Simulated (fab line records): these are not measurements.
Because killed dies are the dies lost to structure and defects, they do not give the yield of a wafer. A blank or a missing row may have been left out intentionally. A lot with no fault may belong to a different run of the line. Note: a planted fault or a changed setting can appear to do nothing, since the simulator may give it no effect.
fab line records    flow sky130    part 1 of 2: steps 1 to 27 of 39
record: lots: 5  wafers: 15  last_day: 50
route steps=708 shown SONOS_TUNNEL@164 SONOS_ONO@168 GATE_OXIDE@187
lots that met no fault: from a run of the same line without faults
start_h: the number of hours between the record's first day and the start of the first shown wafer of the lot    wait_h: hours elapsed since this lot's preceding step    " identical to the entry in the row above    L1.1+2: one row covering several wafers at once    - value missing, or start not given    * or withheld: withheld    < > ~ a bound
route shown NAME@n: NAME is a module with steps in the file, n the number in the route of the first one    usual: the fault-free wafers' mean and standard deviation    same: alike in all rows    chamber/n: place in a boat    sites: the reading at each site    _std_site: the standard deviation of these    _edge_site: inner sites' mean taken away from outer sites' mean    radius_mm: how far each site lies from the wafer's centre    mask NAME#n: copy n    behind: the last tool/chamber to shape the wafer    hold: cause of the lot's hold/its duration in hours/its outcome    device: which transistor (n, p or np) failed to switch    end of line: the same wafers' tests at the end of the route    a step with no rows: only its recipe    killed: not the wafer's yield, but the dies lost to structure and defects at the first sort    map: a wafer's dies, x killed, . not, _ none there
set.NAME: the run value of the setting; set.NAME@STEP: its run value at that earlier step    model.NAME: the simulator's own value behind a step, which no gauge read
lots at some steps of the route; a table a step, a row a wafer
services: from which hour (start_h, from the record's first day; less than 0 if before it) a tool's chamber was out of use, for how many hours, and why
== steps ==
step: SKY_SONOS_TUNNEL_WET_ETCH_10
recipe: chemistry: dHF  target_depth_nm: 14  target: SiO2  dilution: 100:1  temp_c: 25  time_s: 280
usual: bath_heat_duty_pct: 6.1/1
lot.wafer  tool          chamber  start_h  wait_h  bath_heat_duty_pct
L078.1     wet_bench-02  3        272.85   0.1     7.1
L078.5     "             3        "        "       5.8
L078.6     "             3        "        "       6.3
L084.2     wet_bench-02  0        325.40   0.1     6.8
L084.3     "             0        "        "       6.3
L084.6     "             0        "        "       6.5
L094.2     wet_bench-03  3        412.25   0.1     6.1
L094.5     "             3        "        "       4.3
L094.6     "             3        "        "       6.1
L095.1     wet_bench-03  1        414.20   0.1     5.1
L095.3     "             1        "        "       6.2
L095.6     "             1        "        "       4.6
L096.3     wet_bench-03  3        423.10   0.1     5.4
L096.5     "             3        "        "       5.0
L096.6     "             3        "        "       5.0
step: SKY_SONOS_TUNNEL_STRIP_11
recipe: chemistry: SPM  time_s: 600  temp_c: 130
usual: bath_heat_duty_pct: 16.1/1.7
lot.wafer  tool          chamber  start_h  wait_h  bath_heat_duty_pct
L078.1     wet_bench-01  2        272.95   0.0     16.3
L078.5     "             2        "        "       17.0
L078.6     "             2        "        "       17.5
L084.2     wet_bench-01  0        325.49   0.0     15.5
L084.3     "             0        "        "       16.5
L084.6     "             0        "        "       15.9
L094.2     wet_bench-02  1        412.34   0.0     16.4
L094.5     "             1        "        "       16.7
L094.6     "             1        "        "       17.7
L095.1     wet_bench-01  1        414.29   0.0     18.3
L095.3     "             1        "        "       16.4
L095.6     "             1        "        "       17.5
L096.3     wet_bench-03  0        423.19   0.0     19.6
L096.5     "             0        "        "       19.6
L096.6     "             0        "        "       18.6
step: SKY_SONOS_TUNNEL_TW_MEAS_12
usual: SONOS_TUNNEL_TW: 198.6/1.4
lot.wafer  tool           chamber  start_h  wait_h  SONOS_TUNNEL_TW
L078.1     film_metro-04  -        273.12   0.0     196.6
L078.5     "              -        "        "       197.7
L078.6     "              -        "        "       198.1
L084.2     film_metro-04  -        325.69   0.0     197.8
L084.3     "              -        "        "       198.7
L084.6     "              -        "        "       199.5
L094.2     film_metro-03  -        412.54   0.0     200.1
L094.5     "              -        "        "       200.9
L094.6     "              -        "        "       199.9
L095.1     film_metro-03  -        414.46   0.0     200.0
L095.3     "              -        "        "       200.3
L095.6     "              -        "        "       200.1
L096.3     film_metro-03  -        423.38   0.0     199.4
L096.5     "              -        "        "       199.6
L096.6     "              -        "        "       200.1
step: SKY_SONOS_TUNNEL_CLEAN_13
recipe: chemistry: dHF  time_s: 20  dilution: 100:1  dry: ipa_marangoni
lot.wafer   tool          chamber  start_h  wait_h
L078.1+5+6  wet_bench-03  1        273.18   0.1
L084.2+3+6  wet_bench-03  1        325.74   0.0
L094.2+5+6  wet_bench-01  2        412.59   0.0
L095.1+3+6  wet_bench-03  1        414.52   0.1
L096.3+5+6  wet_bench-03  1        423.42   0.0
step: SKY_SONOS_ONO_OXIDATION_00
recipe: temp_c: 800  ambient: O2  idle_temp_c: 700  ramp_up_c_per_min: 10  ramp_down_c_per_min: 3  stabilise_s: 600  purge_s: 300  target_thk_a: 26  ox_time_s: 1249
usual: ox_temp_c: 800.0/0.34  spike_tc_lower_C: 800.7/1  spike_tc_upper_C: 799.5/1.1
lot.wafer  tool        chamber  start_h  wait_h  ox_temp_c  spike_tc_lower_C  spike_tc_upper_C
L078.1     furnace-02  0        273.19   0.0     800.2      801.3             797.3
L078.5     "           0        "        "       799.9      800.8             799.6
L078.6     "           0        "        "       799.7      800.3             799.8
L084.2     furnace-01  0        329.62   3.9     800.4      799.6             799.6
L084.3     "           0        "        "       799.8      800.4             800.9
L084.6     "           0        "        "       800.0      800.4             800.6
L094.2     furnace-01  0        413.56   1.0     800.4      801.7             799.2
L094.5     "           0        "        "       800.2      800.9             799.6
L094.6     "           0        "        "       800.1      799.3             799.8
L095.1     furnace-02  0        414.66   0.1     800.4      799.4             800.0
L095.3     "           0        "        "       800.0      800.8             799.1
L095.6     "           0        "        "       799.9      799.4             797.6
L096.3     furnace-01  0        424.06   0.6     799.6      799.5             799.2
L096.5     "           0        "        "       799.7      803.3             799.3
L096.6     "           0        "        "       800.2      800.9             800.0
step: SKY_SONOS_ONO_THK_MEAS_01
recipe: reads: SiO2_of_SONOS_ONO_OXIDATION_00
usual: SONOS_ONO_OXIDATION_THK: 2.61/0.055
lot.wafer  tool           chamber  start_h  wait_h  SONOS_ONO_OXIDATION_THK[nm]
L078.1     film_metro-03  -        274.54   0.0     2.71
L078.5     "              -        "        "       2.72
L078.6     "              -        "        "       2.78
L084.2     film_metro-03  -        330.98   0.0     2.55
L084.3     "              -        "        "       2.55
L084.6     "              -        "        "       2.60
L094.2     film_metro-02  -        414.91   0.0     2.68
L094.5     "              -        "        "       2.67
L094.6     "              -        "        "       2.70
L095.1     film_metro-01  -        416.01   0.0     2.53
L095.3     "              -        "        "       2.55
L095.6     "              -        "        "       2.63
L096.3     film_metro-03  -        425.42   0.0     2.56
L096.5     "              -        "        "       2.55
L096.6     "              -        "        "       2.54
step: SKY_SONOS_ONO_CVD_02
recipe: material: Si3N4  precursor: DCS/NH3  target_thk_nm: 10.5  temp_c: 770  time_s: 180  pressure_mtorr: 259.5
usual: spike_tc_lower_C: 771.2/1.8  spike_tc_upper_C: 770.4/0.97
lot.wafer  tool      chamber  start_h  wait_h  spike_tc_lower_C  spike_tc_upper_C
L078.1     lpcvd-02  0        275.54   1.0     772.3             770.8
L078.5     "         0        "        "       771.4             770.0
L078.6     "         0        "        "       770.6             769.5
L084.2     lpcvd-02  0        331.96   1.0     772.2             770.2
L084.3     "         0        "        "       774.1             769.7
L084.6     "         0        "        "       772.0             770.4
L094.2     lpcvd-02  0        414.96   0.0     772.8             770.2
L094.5     "         0        "        "       772.5             770.7
L094.6     "         0        "        "       772.3             770.6
L095.1     lpcvd-02  1        416.07   0.1     769.5             771.1
L095.3     "         1        "        "       769.5             769.7
L095.6     "         1        "        "       768.0             769.1
L096.3     lpcvd-02  1        425.46   0.0     768.5             768.7
L096.5     "         1        "        "       767.7             770.1
L096.6     "         1        "        "       769.1             770.3
step: SKY_SONOS_ONO_THK_MEAS_03
recipe: reads: Si3N4_of_SONOS_ONO_CVD_02
usual: SONOS_ONO_CVD_02_THK: 10.60/0.12
lot.wafer  tool           chamber  start_h  wait_h  SONOS_ONO_CVD_02_THK[nm]
L078.1     film_metro-03  -        276.59   0.0     10.68
L078.5     "              -        "        "       10.78
L078.6     "              -        "        "       10.73
L084.2     film_metro-03  -        333.02   0.0     10.62
L084.3     "              -        "        "       10.66
L084.6     "              -        "        "       10.55
L094.2     film_metro-03  -        416.02   0.0     10.67
L094.5     "              -        "        "       10.77
L094.6     "              -        "        "       10.55
L095.1     film_metro-01  -        417.12   0.0     10.43
L095.3     "              -        "        "       10.50
L095.6     "              -        "        "       10.50
L096.3     film_metro-01  -        426.53   0.0     10.56
L096.5     "              -        "        "       10.67
L096.6     "              -        "        "       10.53
step: SKY_SONOS_ONO_CVD_04
recipe: material: SiO2  precursor: SiH4/N2O  target_thk_nm: 5.7199  temp_c: 900  pressure_mtorr: 400
usual: spike_tc_lower_C: 900.4/1.3  spike_tc_upper_C: 899.9/1.2
lot.wafer  tool      chamber  start_h  wait_h  spike_tc_lower_C  spike_tc_upper_C
L078.1     lpcvd-03  1        276.65   0.1     901.0             901.4
L078.5     "         1        "        "       901.0             898.7
L078.6     "         1        "        "       899.3             901.4
L084.2     lpcvd-03  0        333.07   0.0     902.5             899.4
L084.3     "         0        "        "       902.7             898.0
L084.6     "         0        "        "       901.2             899.2
L094.2     lpcvd-03  0        416.07   0.0     902.1             898.4
L094.5     "         0        "        "       900.8             899.7
L094.6     "         0        "        "       900.7             900.1
L095.1     lpcvd-03  1        417.32   0.2     900.7             899.9
L095.3     "         1        "        "       898.8             899.4
L095.6     "         1        "        "       900.8             898.9
L096.3     lpcvd-03  1        426.57   0.0     899.3             900.4
L096.5     "         1        "        "       899.5             900.1
L096.6     "         1        "        "       898.1             900.2
step: SKY_SONOS_ONO_THK_MEAS_05
recipe: reads: SiO2_of_SONOS_ONO_CVD_04
usual: SONOS_ONO_CVD_04_THK: 5.71/0.11
lot.wafer  tool           chamber  start_h  wait_h  SONOS_ONO_CVD_04_THK[nm]
L078.1     film_metro-03  -        277.90   0.0     5.58
L078.5     "              -        "        "       5.65
L078.6     "              -        "        "       5.70
L084.2     film_metro-02  -        334.95   0.0     5.70
L084.3     "              -        "        "       5.59
L084.6     "              -        "        "       5.68
L094.2     film_metro-01  -        417.35   0.0     5.65
L094.5     "              -        "        "       5.59
L094.6     "              -        "        "       5.64
L095.1     film_metro-03  -        418.57   0.0     5.93
L095.3     "              -        "        "       5.89
L095.6     "              -        "        "       5.90
L096.3     film_metro-03  -        427.84   0.0     5.75
L096.5     "              -        "        "       5.79
L096.6     "              -        "        "       5.79
step: SKY_SONOS_ONO_DEHYDRATE_06
recipe: temp_c: 200  time_s: 60
lot.wafer   tool            chamber  start_h  wait_h
L078.1+5+6  litho_track-01  0        289.15   11.2
L084.2+3+6  litho_track-01  0        348.02   13.1
L094.2+5+6  litho_track-02  0        431.44   14.1
L095.1+3+6  litho_track-02  0        432.96   14.4
L096.3+5+6  litho_track-02  0        442.56   14.7
step: SKY_SONOS_ONO_HMDS_07
recipe: prime_time_s: 60  prime_temp_c: 120
lot.wafer   tool            chamber  start_h  wait_h
L078.1+5+6  litho_track-01  0        289.30   0.1
L084.2+3+6  litho_track-01  0        348.17   0.1
L094.2+5+6  litho_track-02  0        431.59   0.1
L095.1+3+6  litho_track-02  0        433.11   0.1
L096.3+5+6  litho_track-02  0        442.71   0.1
step: SKY_SONOS_ONO_COAT_08
recipe: resist: NOVOLAK  spin_rpm: 3000  resist_thk_nm: 1140
lot.wafer   tool            chamber  start_h  wait_h
L078.1+5+6  litho_track-01  0        289.45   0.1
L084.2+3+6  litho_track-01  0        348.32   0.1
L094.2+5+6  litho_track-02  0        431.74   0.1
L095.1+3+6  litho_track-02  0        433.26   0.1
L096.3+5+6  litho_track-02  0        442.86   0.1
step: SKY_SONOS_ONO_SOFTBAKE_09
recipe: temp_c: 90  time_s: 60  resist: NOVOLAK
lot.wafer   tool            chamber  start_h  wait_h
L078.1+5+6  litho_track-01  0        289.60   0.1
L084.2+3+6  litho_track-01  0        348.47   0.1
L094.2+5+6  litho_track-02  0        431.89   0.1
L095.1+3+6  litho_track-02  0        433.41   0.1
L096.3+5+6  litho_track-02  0        443.01   0.1
step: SKY_SONOS_ONO_EXPOSE_10
recipe: mask_id: ONOM  target_cd_nm: 410  na: 0.6  source_shape: conventional  sigma_outer: 0.6  dose_mj: 150
same: na: 0.6
lot.wafer   tool              chamber  start_h  wait_h  mask
L078.1+5+6  iline_stepper-01  0        -        -       ONOM#0
L084.2+3+6  iline_stepper-02  0        -        -       ONOM#0
L094.2+5+6  iline_stepper-02  0        -        -       ONOM#0
L095.1+3+6  iline_stepper-02  0        -        -       ONOM#0
L096.3+5+6  iline_stepper-02  0        -        -       ONOM#0
step: SKY_SONOS_ONO_PEB_11
recipe: temp_c: withheld  time_s: *  resist: NOVOLAK
lot.wafer   tool            chamber  start_h  wait_h
L078.1+5+6  litho_track-01  0        -        -
L084.2+3+6  litho_track-02  0        -        -
L094.2+5+6  litho_track-01  0        -        -
L095.1+3+6  litho_track-01  0        -        -
L096.3+5+6  litho_track-02  0        -        -
step: SKY_SONOS_ONO_DEVELOP_12
recipe: develop_time_s: 60  dev_temp_c: 23
lot.wafer   tool            chamber  start_h  wait_h
L078.1+5+6  litho_track-01  0        302.40   0.1
L084.2+3+6  litho_track-02  0        361.84   0.1
L094.2+5+6  litho_track-01  0        448.02   0.1
L095.1+3+6  litho_track-01  0        449.25   0.1
L096.3+5+6  litho_track-02  0        458.26   0.1
step: SKY_SONOS_ONO_CD_MEAS_13
recipe: target_cd_nm: 410
usual: cd_nm: 409.9/2.4
lot.wafer  tool       chamber  start_h  wait_h  cd_nm
L078.1     cd_sem-02  -        302.55   0.1     410.8
L078.5     "          -        "        "       415.0
L078.6     "          -        "        "       415.2
L084.2     cd_sem-02  -        361.98   0.1     403.4
L084.3     "          -        "        "       405.7
L084.6     "          -        "        "       404.3
L094.2     cd_sem-01  -        448.17   0.1     408.8
L094.5     "          -        "        "       411.5
L094.6     "          -        "        "       409.8
L095.1     cd_sem-02  -        449.40   0.1     412.6
L095.3     "          -        "        "       413.6
L095.6     "          -        "        "       412.9
L096.3     cd_sem-02  -        458.40   0.1     409.3
L096.5     "          -        "        "       409.1
L096.6     "          -        "        "       406.7
step: SKY_SONOS_ONO_OVL_MEAS_14
usual: SONOS_ONO_OVL: 0.2/1.2
lot.wafer  tool        chamber  start_h  wait_h  SONOS_ONO_OVL[nm]
L078.1     overlay-02  -        302.67   0.1     -0.3
L078.5     "           -        "        "       -0.6
L078.6     "           -        "        "       -1.1
L084.2     overlay-01  -        362.09   0.1     0.5
L084.3     "           -        "        "       0.9
L084.6     "           -        "        "       -2.0
L094.2     overlay-01  -        448.27   0.1     0.0
L094.5     "           -        "        "       0.6
L094.6     "           -        "        "       -1.2
L095.1     overlay-01  -        449.52   0.1     -1.8
L095.3     "           -        "        "       0.1
L095.6     "           -        "        "       -0.4
L096.3     overlay-01  -        458.49   0.1     -1.5
L096.5     "           -        "        "       -1.1
L096.6     "           -        "        "       -2.2
step: SKY_SONOS_ONO_ETCH_15
recipe: target_depth_nm: 19.52  chemistry: CHF3/O2  source_w: 609.2  bias_w: 200  pressure_mtorr: 40  chf3_flow_sccm: 50  O2_flow_sccm: 5  time_s: 7.8
usual: O2_flow_sccm: 5.001/0.014  chf3_flow_sccm: 50.01/0.13  drypump_motor_current_A: 5.7/0.41  oes_product_au: 1.009/0.011  rf_fwd_power_W: 597/3.2  throttle_valve_pct: 8.828/0.0086
lot.wafer  tool         chamber  start_h  wait_h  O2_flow_sccm  chf3_flow_sccm  drypump_motor_current_A  oes_product_au  rf_fwd_power_W  rf_hours_counter_h  throttle_valve_pct
L078.1     rie_diel-03  2        302.70   0.0     4.976         50.00           6.3                      0.986           596             7                   8.823
L078.5     "            0        "        "       5.016         50.04           5.9                      1.015           598             -                   8.832
L078.6     "            1        "        "       5.027         50.15           5.5                      0.989           598             -                   8.835
L084.2     rie_diel-03  3        362.12   0.0     5.005         50.06           6.6                      1.028           593             1                   8.819
L084.3     "            2        "        "       4.993         49.98           6.3                      1.006           595             8                   8.804
L084.6     "            0        "        "       5.010         50.05           5.9                      1.015           596             -                   8.817
L094.2     rie_diel-02  3        448.30   0.0     5.005         50.15           5.6                      1.027           595             2                   8.833
L094.5     "            2        "        "       4.995         50.10           5.2                      1.005           596             -                   8.829
L094.6     "            1        "        "       4.980         49.97           5.4                      1.003           601             -                   8.822
L095.1     rie_diel-03  0        449.55   0.0     4.994         50.05           5.9                      1.014           600             65                  8.823
L095.3     "            3        "        "       5.029         50.07           6.6                      1.029           593             3                   8.838
L095.6     "            0        "        "       4.991         49.84           5.9                      1.017           599             -                   8.836
L096.3     rie_diel-02  2        458.52   0.0     4.971         50.13           5.1                      1.018           593             0                   8.820
L096.5     "            2        "        "       4.975         50.03           5.1                      1.008           591             -                   8.816
L096.6     "            3        "        "       5.004         49.94           5.6                      1.024           593             -                   8.834
step: SKY_SONOS_ONO_WET_ETCH_16
recipe: chemistry: dHF  target_depth_nm: 14  dry: n2_spin  target: SiO2  dilution: 100:1  temp_c: 25  time_s: 280
usual: bath_heat_duty_pct: 6.7/0.98
lot.wafer  tool          chamber  start_h  wait_h  bath_heat_duty_pct
L078.1     wet_bench-04  1        302.72   0.0     8.0
L078.5     "             1        "        "       7.7
L078.6     "             1        "        "       8.0
L084.2     wet_bench-04  2        362.14   0.0     6.9
L084.3     "             2        "        "       6.7
L084.6     "             2        "        "       6.6
L094.2     wet_bench-04  1        448.32   0.0     8.2
L094.5     "             1        "        "       8.1
L094.6     "             1        "        "       8.2
L095.1     wet_bench-02  3        449.57   0.0     6.9
L095.3     "             3        "        "       6.6
L095.6     "             3        "        "       7.1
L096.3     wet_bench-03  1        458.54   0.0     5.5
L096.5     "             1        "        "       5.3
L096.6     "             1        "        "       5.3
step: SKY_SONOS_ONO_STRIP_17
recipe: chemistry: O2/N2  power_w: 1400  pressure_mtorr: 1500  platen_temp_c: withheld  o2_flow_sccm: 3000  n2_flow_sccm: 300  overash_fraction: 0.5
usual: drypump_motor_current_A: 6.0/0.38  oes_product_au: 0.710/0.0045  strip_time_to_endpoint_s: 14.10/0.041
lot.wafer  tool             chamber  start_h  wait_h  drypump_motor_current_A  oes_product_au  rf_hours_counter_h  strip_time_to_endpoint_s
L078.1     plasma_asher-02  1        302.81   0.0     5.6                      0.713           64                  14.17
L078.5     "                1        "        "       5.6                      0.712           -                   14.14
L078.6     "                0        "        "       6.1                      0.714           -                   14.14
L084.2     plasma_asher-01  0        362.23   0.0     6.7                      0.715           25                  14.06
L084.3     "                0        "        "       6.7                      0.715           -                   14.13
L084.6     "                0        "        "       6.7                      0.705           -                   14.02
L094.2     plasma_asher-02  0        448.41   0.0     6.1                      0.712           2                   14.04
L094.5     "                0        "        "       6.1                      0.714           -                   14.02
L094.6     "                1        "        "       5.6                      0.711           -                   14.02
L095.1     plasma_asher-02  1        449.66   0.0     5.6                      0.707           2                   14.16
L095.3     "                0        "        "       6.1                      0.717           -                   14.16
L095.6     "                1        "        "       5.6                      0.706           -                   14.16
L096.3     plasma_asher-02  1        458.66   0.0     5.7                      0.716           -                   14.14
L096.5     "                1        "        "       5.6                      0.704           -                   14.10
L096.6     "                0        "        "       6.1                      0.713           -                   14.08
step: SKY_SONOS_ONO_WET_ETCH_18
recipe: chemistry: H3PO4  target_depth_nm: 15  target: Si3N4  temp_c: 160  time_s: 172
usual: bath_heat_duty_pct: 27/3.4
lot.wafer  tool          chamber  start_h  wait_h  bath_heat_duty_pct
L078.1     wet_bench-02  3        302.91   0.1     28
L078.5     "             3        "        "       26
L078.6     "             3        "        "       27
L084.2     wet_bench-03  1        362.33   0.1     22
L084.3     "             1        "        "       24
L084.6     "             1        "        "       22
L094.2     wet_bench-04  1        448.51   0.1     34
L094.5     "             1        "        "       34
L094.6     "             1        "        "       33
L095.1     wet_bench-03  2        449.76   0.1     26
L095.3     "             2        "        "       29
L095.6     "             2        "        "       27
L096.3     wet_bench-04  1        458.73   0.0     34
L096.5     "             1        "        "       34
L096.6     "             1        "        "       35
step: SKY_GATE_OXIDE_CLEAN_00
recipe: chemistry: SC1/SC2  mix: 1:4:20  temp_c: 70  time_s: 150  dry: n2_spin
usual: bath_heat_duty_pct: 13.9/1.6
lot.wafer  tool          chamber  start_h  wait_h  bath_heat_duty_pct
L078.1     wet_bench-03  3        302.97   0.0     11.9
L078.5     "             3        "        "       11.8
L078.6     "             3        "        "       12.0
L084.2     wet_bench-02  3        362.38   0.0     12.2
L084.3     "             3        "        "       13.8
L084.6     "             3        "        "       13.6
L094.2     wet_bench-02  3        448.57   0.0     13.3
L094.5     "             3        "        "       14.1
L094.6     "             3        "        "       12.4
L095.1     wet_bench-04  2        449.82   0.0     14.5
L095.3     "             2        "        "       13.4
L095.6     "             2        "        "       14.6
L096.3     wet_bench-02  1        458.78   0.0     14.9
L096.5     "             1        "        "       14.7
L096.6     "             1        "        "       15.5
step: SKY_GATE_OXIDE_OXIDATION_01
recipe: temp_c: 900  ambient: O2  stabilise_s: 600  purge_s: 300  target_thk_a: 102.68  ox_time_s: 1473
usual: ox_temp_c: 900.0/0.41  spike_tc_lower_C: 900.8/0.94  spike_tc_upper_C: 899.3/1
lot.wafer  tool        chamber  start_h  wait_h  ox_temp_c  spike_tc_lower_C  spike_tc_upper_C
L078.1     furnace-01  0        303.03   0.0     899.5      901.1             899.6
L078.5     "           0        "        "       900.3      900.5             899.0
L078.6     "           0        "        "       899.7      900.0             901.0
L084.2     furnace-01  0        363.64   1.2     900.3      902.0             899.8
L084.3     "           0        "        "       899.8      902.0             898.0
L084.6     "           0        "        "       899.0      900.1             899.7
L094.2     furnace-02  0        452.69   4.1     900.2      901.2             899.9
L094.5     "           0        "        "       900.1      900.8             900.3
L094.6     "           0        "        "       900.8      901.2             900.7
L095.1     furnace-02  0        452.69   2.8     899.4      901.7             897.0
L095.3     "           0        "        "       899.6      900.3             898.8
L095.6     "           0        "        "       900.7      900.0             900.5
L096.3     furnace-01  0        460.29   1.5     900.0      901.0             898.8
L096.5     "           0        "        "       899.7      902.1             898.7
L096.6     "           0        "        "       900.3      900.9             899.7
step: SKY_GATE_OXIDE_THK_MEAS_02
recipe: reads: SiO2_of_GATE_OXIDE_OXIDATION_01
usual: GATE_OXIDE_OXIDATION_00_THK: 10.29/0.21
lot.wafer  tool           chamber  start_h  wait_h  GATE_OXIDE_OXIDATION_00_THK[nm]
L078.1     film_metro-04  -        304.44   0.0     10.27
L078.5     "              -        "        "       10.13
L078.6     "              -        "        "       10.07
L084.2     film_metro-04  -        365.06   0.0     10.39
L084.3     "              -        "        "       10.39
L084.6     "              -        "        "       10.34
L095.1     film_metro-02  -        454.10   0.0     10.15
L095.3     "              -        "        "       10.28
L095.6     "              -        "        "       10.30
L094.2     film_metro-03  -        454.11   0.0     10.07
L094.5     "              -        "        "       9.89
L094.6     "              -        "        "       9.90
L096.3     film_metro-04  -        461.72   0.0     10.17
L096.5     "              -        "        "       10.35
L096.6     "              -        "        "       10.35
step: SKY_GATE_OXIDE_DEHYDRATE_03
recipe: temp_c: 200  time_s: 60
lot.wafer   tool            chamber  start_h  wait_h
L078.1+5+6  litho_track-04  0        316.65   12.2
L084.2+3+6  litho_track-02  0        378.04   13.0
L095.1+3+6  litho_track-03  0        468.45   14.3
L094.2+5+6  litho_track-04  0        468.62   14.5
L096.3+5+6  litho_track-04  0        476.69   15.0
